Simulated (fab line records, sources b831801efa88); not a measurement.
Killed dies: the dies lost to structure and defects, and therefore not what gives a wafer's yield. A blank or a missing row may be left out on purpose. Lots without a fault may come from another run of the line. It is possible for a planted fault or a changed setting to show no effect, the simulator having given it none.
Which tool did it? :: flow gf180mcu :: Sampling: 24 lots, 72 wafers, 4 of 602 route steps

WHAT EACH GAUGE READ, for each wafer
GF_V5_OVL_MEAS_15.
lot: L074
measured: day 26 19:50
on: overlay-02
V5_OVL (nm): 4 1 6

lot: L075
measured: day 27 01:05
on: overlay-02
V5_OVL (nm): -6 -9 -8

lot: L076
measured: day 27 08:26
on: overlay-02
V5_OVL (nm): -2 -3 -5

lot: L077
measured: day 27 23:56
on: overlay-02
V5_OVL (nm): -7 -4 -8

lot: L078
measured: day 28 01:26
on: overlay-02
V5_OVL (nm): -4 -3 1

lot: L079
measured: day 28 07:38
on: overlay-01
V5_OVL (nm): -8 -6 -8

lot: L080
measured: day 28 22:44
on: overlay-02
V5_OVL (nm): 5 4 -1

lot: L081
measured: day 29 02:09
on: overlay-02
V5_OVL (nm): -9 -5 -6

lot: L082
measured: day 29 17:32
on: overlay-02
V5_OVL (nm): -7 -7 -10

lot: L083
measured: day 30 04:26
on: overlay-01
V5_OVL (nm): -1 -1 1

lot: L084
measured: day 30 09:23
on: overlay-01
V5_OVL (nm): -5 -3 -2

lot: L085
measured: day 30 22:54
on: overlay-02
V5_OVL (nm): -8 -11 -10

lot: L086
measured: day 31 03:44
on: overlay-01
V5_OVL (nm): 2 -1 4

lot: L087
measured: day 31 12:32
on: overlay-01
V5_OVL (nm): 4 5 1

lot: L088
measured: day 31 13:05
on: overlay-02
V5_OVL (nm): -2 -7 -2

lot: L090
measured: day 32 02:08
on: overlay-01
V5_OVL (nm): 9 3 9

lot: L089
measured: day 32 05:50
on: overlay-01
V5_OVL (nm): 6 2 4

lot: L092
measured: day 32 14:14
on: overlay-01
V5_OVL (nm): -7 -6 -2

lot: L091
measured: day 32 16:38
on: overlay-01
V5_OVL (nm): -4 -2 -4

lot: L093
measured: day 32 22:26
on: overlay-02
V5_OVL (nm): -1 -4 -9

lot: L094
measured: day 33 02:35
on: overlay-02
V5_OVL (nm): 4 -1 0

lot: L096
measured: day 33 06:11
on: overlay-02
V5_OVL (nm): -11 -3 -9

lot: L095
measured: day 33 09:33
on: overlay-01
V5_OVL (nm): 5 -3 11

lot: L097
measured: day 33 20:05
on: overlay-02
V5_OVL (nm): -7 -9 0

EACH LOT AND THE TOOL THAT RAN IT (in order: tool; ch and the chambers of the sampled wafers; start)
lot: L074
GF_M3_SPUTTER_00: pvdSputter-01, day 19 21:44
GF_M4_STRIP_17: plasmaAsher-03 ch 0,1, day 23 00:21
GF_V4_CMP_26: cmp-02 ch 0,1,3, day 24 01:50

lot: L075
GF_M3_SPUTTER_00: pvdSputter-01, day 20 03:01
GF_M4_STRIP_17: plasmaAsher-01 ch 0, day 23 04:45
GF_V4_CMP_26: cmp-02 ch 0,1,3, day 24 06:04

lot: L076
GF_M3_SPUTTER_00: pvdSputter-03, day 20 13:08
GF_M4_STRIP_17: plasmaAsher-04 ch 0,1, day 23 14:21
GF_V4_CMP_26: cmp-01 ch 0,1, day 24 14:13

lot: L077
GF_M3_SPUTTER_00: pvdSputter-03, day 21 04:43
GF_M4_STRIP_17: plasmaAsher-03 ch 0,1, day 24 05:44
GF_V4_CMP_26: cmp-01 ch 2,3, day 25 06:16

lot: L078
GF_M3_SPUTTER_00: pvdSputter-01, day 21 08:31
GF_M4_STRIP_17: plasmaAsher-03 ch 0,1, day 24 08:20
GF_V4_CMP_26: cmp-01 ch 0,2, day 25 08:43

lot: L079
GF_M3_SPUTTER_00: pvdSputter-01, day 21 16:14
GF_M4_STRIP_17: plasmaAsher-03 ch 0,1, day 24 16:15
GF_V4_CMP_26: cmp-02 ch 0,2, day 25 16:26

lot: L080
GF_M3_SPUTTER_00: pvdSputter-04, day 22 08:16
GF_M4_STRIP_17: plasmaAsher-04 ch 0,1, day 25 07:34
GF_V4_CMP_26: cmp-02 ch 1,3, day 26 07:25

lot: L081
GF_M3_SPUTTER_00: pvdSputter-03, day 22 13:49
GF_M4_STRIP_17: plasmaAsher-01 ch 0,1, day 25 12:16
GF_V4_CMP_26: cmp-01 ch 1,2,3, day 26 11:48

lot: L082
GF_M3_SPUTTER_00: pvdSputter-04, day 23 08:17
GF_M4_STRIP_17: plasmaAsher-04 ch 0, day 26 06:49
GF_V4_CMP_26: cmp-02 ch 0,1,2, day 27 06:06

lot: L083
GF_M3_SPUTTER_00: pvdSputter-03, day 23 22:07
GF_M4_STRIP_17: plasmaAsher-03 ch 0,1, day 26 18:08
GF_V4_CMP_26: cmp-02 ch 0,2,3, day 27 16:48

lot: L084
GF_M3_SPUTTER_00: pvdSputter-03, day 24 03:02
GF_M4_STRIP_17: plasmaAsher-04 ch 0,1, day 26 23:59
GF_V4_CMP_26: cmp-02 ch 2,3, day 27 21:45

lot: L085
GF_M3_SPUTTER_00: pvdSputter-04, day 24 20:37
GF_M4_STRIP_17: plasmaAsher-01 ch 0,1, day 27 15:41
GF_V4_CMP_26: cmp-02 ch 0,1,2, day 28 13:33

lot: L086
GF_M3_SPUTTER_00: pvdSputter-03, day 25 02:58
GF_M4_STRIP_17: plasmaAsher-03 ch 0, day 27 21:47
GF_V4_CMP_26: cmp-02 ch 0,1, day 28 18:46

lot: L087
GF_M3_SPUTTER_00: pvdSputter-03, day 25 12:40
GF_M4_STRIP_17: plasmaAsher-04 ch 1, day 28 05:53
GF_V4_CMP_26: cmp-02 ch 0,2,3, day 29 03:34

lot: L088
GF_M3_SPUTTER_00: pvdSputter-01, day 25 16:37
GF_M4_STRIP_17: plasmaAsher-04 ch 0,1, day 28 09:14
GF_V4_CMP_26: cmp-01 ch 0,2, day 29 06:56

lot: L090
GF_M3_SPUTTER_00: pvdSputter-04, day 26 06:31
GF_M4_STRIP_17: plasmaAsher-04 ch 0,1, day 28 22:05
GF_V4_CMP_26: cmp-01 ch 1,2,3, day 29 19:01

lot: L089
GF_M3_SPUTTER_00: pvdSputter-03, day 26 10:16
GF_M4_STRIP_17: plasmaAsher-01 ch 1, day 29 02:01
GF_V4_CMP_26: cmp-02 ch 1,3, day 29 22:52

lot: L092
GF_M3_SPUTTER_00: pvdSputter-01, day 26 22:40
GF_M4_STRIP_17: plasmaAsher-04 ch 0,1, day 29 10:49
GF_V4_CMP_26: cmp-02 ch 0,1,2, day 30 07:44

lot: L091
GF_M3_SPUTTER_00: pvdSputter-03, day 27 01:32
GF_M4_STRIP_17: plasmaAsher-04 ch 0,1, day 29 14:14
GF_V4_CMP_26: cmp-02 ch 1,3, day 30 11:07

lot: L093
GF_M3_SPUTTER_00: pvdSputter-04, day 27 07:11
GF_M4_STRIP_17: plasmaAsher-03 ch 0,1, day 29 20:38
GF_V4_CMP_26: cmp-01 ch 1,3, day 30 17:04

lot: L094
GF_M3_SPUTTER_00: pvdSputter-03, day 27 11:41
GF_M4_STRIP_17: plasmaAsher-03 ch 0,1, day 30 00:48
GF_V4_CMP_26: cmp-01 ch 1,2,3, day 30 21:25

lot: L096
GF_M3_SPUTTER_00: pvdSputter-03, day 27 17:36
GF_M4_STRIP_17: plasmaAsher-04 ch 0,1, day 30 05:57
GF_V4_CMP_26: cmp-01 ch 2,3, day 31 02:05

lot: L095
GF_M3_SPUTTER_00: pvdSputter-03, day 27 20:18
GF_M4_STRIP_17: plasmaAsher-01 ch 0,1, day 30 08:35
GF_V4_CMP_26: cmp-02 ch 1,2, day 31 04:55

lot: L097
GF_M3_SPUTTER_00: pvdSputter-03, day 28 08:34
GF_M4_STRIP_17: plasmaAsher-04 ch 0,1, day 30 19:23
GF_V4_CMP_26: cmp-01 ch 1,2,3, day 31 15:47
- GF_M3_SPUTTER_00: material Ti, target thk 37.5 nm, time 150 s.
- GF_M4_STRIP_17: strips in O2/N2.
- GF_V4_CMP_26: polishes, stops on SiO2, t overpolish 15 s, target thk 0 nm.

WHAT THE TOOLS THEMSELVES READ (means of the sampled wafers that have a number; where no wafer has one, the mark that the record gives instead)
GF_M3_SPUTTER_00.
lot: L074
tool: pvdSputter-01
throttleValvePct (%): 30.1

lot: L075
tool: pvdSputter-01
throttleValvePct (%): 31.7

lot: L076
tool: pvdSputter-03
throttleValvePct (%): 30.0

lot: L077
tool: pvdSputter-03
throttleValvePct (%): 28.9

lot: L078
tool: pvdSputter-01
throttleValvePct (%): 30.5

lot: L079
tool: pvdSputter-01
throttleValvePct (%): 29.2

lot: L080
tool: pvdSputter-04
throttleValvePct (%): 28.9

lot: L081
tool: pvdSputter-03
throttleValvePct (%): 29.4

lot: L082
tool: pvdSputter-04
throttleValvePct (%): 29.4

lot: L083
tool: pvdSputter-03
throttleValvePct (%): 29.6

lot: L084
tool: pvdSputter-03
throttleValvePct (%): 30.1

lot: L085
tool: pvdSputter-04
throttleValvePct (%): 30.1

lot: L086
tool: pvdSputter-03
throttleValvePct (%): 29.3

lot: L087
tool: pvdSputter-03
throttleValvePct (%): 29.4

lot: L088
tool: pvdSputter-01
throttleValvePct (%): 31.7

lot: L090
tool: pvdSputter-04
throttleValvePct (%): 29.6

lot: L089
tool: pvdSputter-03
throttleValvePct (%): 29.6

lot: L092
tool: pvdSputter-01
throttleValvePct (%): 29.5

lot: L091
tool: pvdSputter-03
throttleValvePct (%): 29.4

lot: L093
tool: pvdSputter-04
throttleValvePct (%): 30.0

lot: L094
tool: pvdSputter-03
throttleValvePct (%): 29.5

lot: L096
tool: pvdSputter-03
throttleValvePct (%): 28.6

lot: L095
tool: pvdSputter-03
throttleValvePct (%): 28.9

lot: L097
tool: pvdSputter-03
throttleValvePct (%): 28.7

GF_M4_STRIP_17.
lot: L074
tool: plasmaAsher-03
drypumpMotorCurrentA (A): 5.9
heaterPowerW (W): 332
n2FlowSccm (sccm): 300.3
oesProductAu (a.u.): 0.542
platenTempC (C): 249.97
stripTimeToEndpointS (s): 7.41

lot: L075
tool: plasmaAsher-01
drypumpMotorCurrentA (A): 5.7
heaterPowerW (W): 382
n2FlowSccm (sccm): 299.5
oesProductAu (a.u.): 0.534
platenTempC (C): 250.14
stripTimeToEndpointS (s): 7.36

lot: L076
tool: plasmaAsher-04
drypumpMotorCurrentA (A): 5.5
heaterPowerW (W): 331
n2FlowSccm (sccm): 299.7
oesProductAu (a.u.): 0.541
platenTempC (C): 250.07
stripTimeToEndpointS (s): 7.41

lot: L077
tool: plasmaAsher-03
drypumpMotorCurrentA (A): 5.9
heaterPowerW (W): 337
n2FlowSccm (sccm): 300.1
oesProductAu (a.u.): 0.535
platenTempC (C): 250.02
stripTimeToEndpointS (s): 7.36

lot: L078
tool: plasmaAsher-03
drypumpMotorCurrentA (A): 6.0
heaterPowerW (W): 340
n2FlowSccm (sccm): 300.3
oesProductAu (a.u.): 0.536
platenTempC (C): 250.01
stripTimeToEndpointS (s): 7.35

lot: L079
tool: plasmaAsher-03
drypumpMotorCurrentA (A): 6.0
heaterPowerW (W): 344
n2FlowSccm (sccm): 300.0
oesProductAu (a.u.): 0.541
platenTempC (C): 249.98
stripTimeToEndpointS (s): 7.44

lot: L080
tool: plasmaAsher-04
drypumpMotorCurrentA (A): 5.6
heaterPowerW (W): 329
n2FlowSccm (sccm): 299.9
oesProductAu (a.u.): 0.541
platenTempC (C): 249.96
stripTimeToEndpointS (s): 7.42

lot: L081
tool: plasmaAsher-01
drypumpMotorCurrentA (A): 5.6
heaterPowerW (W): 364
n2FlowSccm (sccm): 300.4
oesProductAu (a.u.): 0.539
platenTempC (C): 249.72
stripTimeToEndpointS (s): 7.35

lot: L082
tool: plasmaAsher-04
drypumpMotorCurrentA (A): 5.7
heaterPowerW (W): 309
n2FlowSccm (sccm): 299.2
oesProductAu (a.u.): 0.539
platenTempC (C): 249.94
stripTimeToEndpointS (s): 7.48

lot: L083
tool: plasmaAsher-03
drypumpMotorCurrentA (A): 6.0
heaterPowerW (W): 346
n2FlowSccm (sccm): 300.4
oesProductAu (a.u.): 0.537
platenTempC (C): 249.78
stripTimeToEndpointS (s): 7.42

lot: L084
tool: plasmaAsher-04
drypumpMotorCurrentA (A): 5.4
heaterPowerW (W): 353
n2FlowSccm (sccm): 300.1
oesProductAu (a.u.): 0.539
platenTempC (C): 249.98
stripTimeToEndpointS (s): 7.35

lot: L085
tool: plasmaAsher-01
drypumpMotorCurrentA (A): 5.5
heaterPowerW (W): 366
n2FlowSccm (sccm): 300.0
oesProductAu (a.u.): 0.535
platenTempC (C): 249.94
stripTimeToEndpointS (s): 7.36

lot: L086
tool: plasmaAsher-03
drypumpMotorCurrentA (A): 5.9
heaterPowerW (W): 329
n2FlowSccm (sccm): 300.0
oesProductAu (a.u.): 0.535
platenTempC (C): 250.38
stripTimeToEndpointS (s): 7.31

lot: L087
tool: plasmaAsher-04
drypumpMotorCurrentA (A): 5.2
heaterPowerW (W): 374
n2FlowSccm (sccm): 300.1
oesProductAu (a.u.): 0.533
platenTempC (C): 250.06
stripTimeToEndpointS (s): 7.31

lot: L088
tool: plasmaAsher-04
drypumpMotorCurrentA (A): 5.4
heaterPowerW (W): 349
n2FlowSccm (sccm): 301.1
oesProductAu (a.u.): 0.537
platenTempC (C): 249.99
stripTimeToEndpointS (s): 7.36

lot: L090
tool: plasmaAsher-04
drypumpMotorCurrentA (A): 5.6
heaterPowerW (W): 333
n2FlowSccm (sccm): 300.1
oesProductAu (a.u.): 0.537
platenTempC (C): 250.04
stripTimeToEndpointS (s): 7.38

lot: L089
tool: plasmaAsher-01
drypumpMotorCurrentA (A): 5.3
heaterPowerW (W): 324
n2FlowSccm (sccm): 299.3
oesProductAu (a.u.): 0.537
platenTempC (C): 249.97
stripTimeToEndpointS (s): 7.31

lot: L092
tool: plasmaAsher-04
drypumpMotorCurrentA (A): 5.4
heaterPowerW (W): 347
n2FlowSccm (sccm): 299.7
oesProductAu (a.u.): 0.535
platenTempC (C): 249.96
stripTimeToEndpointS (s): 7.28

lot: L091
tool: plasmaAsher-04
drypumpMotorCurrentA (A): 5.6
heaterPowerW (W): 334
n2FlowSccm (sccm): 300.4
oesProductAu (a.u.): 0.536
platenTempC (C): 249.99
stripTimeToEndpointS (s): 7.36

lot: L093
tool: plasmaAsher-03
drypumpMotorCurrentA (A): 6.0
heaterPowerW (W): 344
n2FlowSccm (sccm): 299.9
oesProductAu (a.u.): 0.536
platenTempC (C): 250.00
stripTimeToEndpointS (s): 7.32

lot: L094
tool: plasmaAsher-03
drypumpMotorCurrentA (A): 5.9
heaterPowerW (W): 339
n2FlowSccm (sccm): 300.7
oesProductAu (a.u.): 0.537
platenTempC (C): 249.89
stripTimeToEndpointS (s): 7.36

lot: L096
tool: plasmaAsher-04
drypumpMotorCurrentA (A): 5.5
heaterPowerW (W): 332
n2FlowSccm (sccm): 300.7
oesProductAu (a.u.): 0.536
platenTempC (C): 250.24
stripTimeToEndpointS (s): 7.39

lot: L095
tool: plasmaAsher-01
drypumpMotorCurrentA (A): 5.6
heaterPowerW (W): 363
n2FlowSccm (sccm): 300.8
oesProductAu (a.u.): 0.536
platenTempC (C): 250.24
stripTimeToEndpointS (s): 7.28

lot: L097
tool: plasmaAsher-04
drypumpMotorCurrentA (A): 5.5
heaterPowerW (W): 327
n2FlowSccm (sccm): 299.8
oesProductAu (a.u.): 0.538
platenTempC (C): 250.05
stripTimeToEndpointS (s): 7.41

GF_V4_CMP_26.
lot: L074
tool: cmp-02
motorCurrentA (A): 10.5
overpolishRunS (s): 15.001
timeToEndpointS (s): 83

lot: L075
tool: cmp-02
motorCurrentA (A): 10.9
overpolishRunS (s): 14.994
timeToEndpointS (s): 85

lot: L076
tool: cmp-01
motorCurrentA (A): 11.1
overpolishRunS (s): 15.002
timeToEndpointS (s): 84

lot: L077
tool: cmp-01
motorCurrentA (A): 10.3
overpolishRunS (s): 14.994
timeToEndpointS (s): 82

lot: L078
tool: cmp-01
motorCurrentA (A): 10.5
overpolishRunS (s): 14.996
timeToEndpointS (s): 80

lot: L079
tool: cmp-02
motorCurrentA (A): 10.1
overpolishRunS (s): 14.998
timeToEndpointS (s): 86

lot: L080
tool: cmp-02
motorCurrentA (A): 11.4
overpolishRunS (s): 14.991
timeToEndpointS (s): 87

lot: L081
tool: cmp-01
motorCurrentA (A): 11.0
overpolishRunS (s): 15.003
timeToEndpointS (s): 85

lot: L082
tool: cmp-02
motorCurrentA (A): 10.7
overpolishRunS (s): 15.009
timeToEndpointS (s): 87

lot: L083
tool: cmp-02
motorCurrentA (A): 10.0
overpolishRunS (s): 15.001
timeToEndpointS (s): 85

lot: L084
tool: cmp-02
motorCurrentA (A): 10.0
overpolishRunS (s): 14.992
timeToEndpointS (s): 82

lot: L085
tool: cmp-02
motorCurrentA (A): 10.6
overpolishRunS (s): 15.001
timeToEndpointS (s): 85

lot: L086
tool: cmp-02
motorCurrentA (A): 11.2
overpolishRunS (s): 15.003
timeToEndpointS (s): 88

lot: L087
tool: cmp-02
motorCurrentA (A): 9.7
overpolishRunS (s): 15.004
timeToEndpointS (s): 89

lot: L088
tool: cmp-01
motorCurrentA (A): 11.4
overpolishRunS (s): 15.003
timeToEndpointS (s): 85

lot: L090
tool: cmp-01
motorCurrentA (A): 10.8
overpolishRunS (s): 14.998
timeToEndpointS (s): 81

lot: L089
tool: cmp-02
motorCurrentA (A): 10.9
overpolishRunS (s): 15.007
timeToEndpointS (s): 91

lot: L092
tool: cmp-02
motorCurrentA (A): 10.4
overpolishRunS (s): 15.002
timeToEndpointS (s): 92

lot: L091
tool: cmp-02
motorCurrentA (A): 11.4
overpolishRunS (s): 15.001
timeToEndpointS (s): 92

lot: L093
tool: cmp-01
motorCurrentA (A): 10.4
overpolishRunS (s): 14.989
timeToEndpointS (s): 80

lot: L094
tool: cmp-01
motorCurrentA (A): 10.9
overpolishRunS (s): 15.013
timeToEndpointS (s): 83

lot: L096
tool: cmp-01
motorCurrentA (A): 10.1
overpolishRunS (s): 14.999
timeToEndpointS (s): 82

lot: L095
tool: cmp-02
motorCurrentA (A): 9.9
overpolishRunS (s): 15.014
timeToEndpointS (s): 93

lot: L097
tool: cmp-01
motorCurrentA (A): 11.2
overpolishRunS (s): 14.990
timeToEndpointS (s): 81

THE ANSWER, worked out from the rows above alone
Rule: usual is defined by the lots themselves. The widest of any qualifying gaps counts: lots, ordered by their means at a reading, are off when they make up no more than a third of the lots, leave a main group of 4 or more, and stand apart from it by 3 or more times the standard deviation of that group's means. A main group is skipped when, at the precision printed for the reading in the tables above, its means are all equal. A lot without any number at a reading at which 4 lots or more have one is off too. The other lots that the step has rows for count as sound. After the gauges, taken in route order, come the tools' own readings; for these a lot's mean is taken, as printed above. The first step at which some lot is off is used, and at that step the reading that is off furthest; a lot without a number counts as furthest.
No lot is off on any of the readings shown, so nothing can be concluded from this.

WHAT THE SIMULATOR HAD PUT IN
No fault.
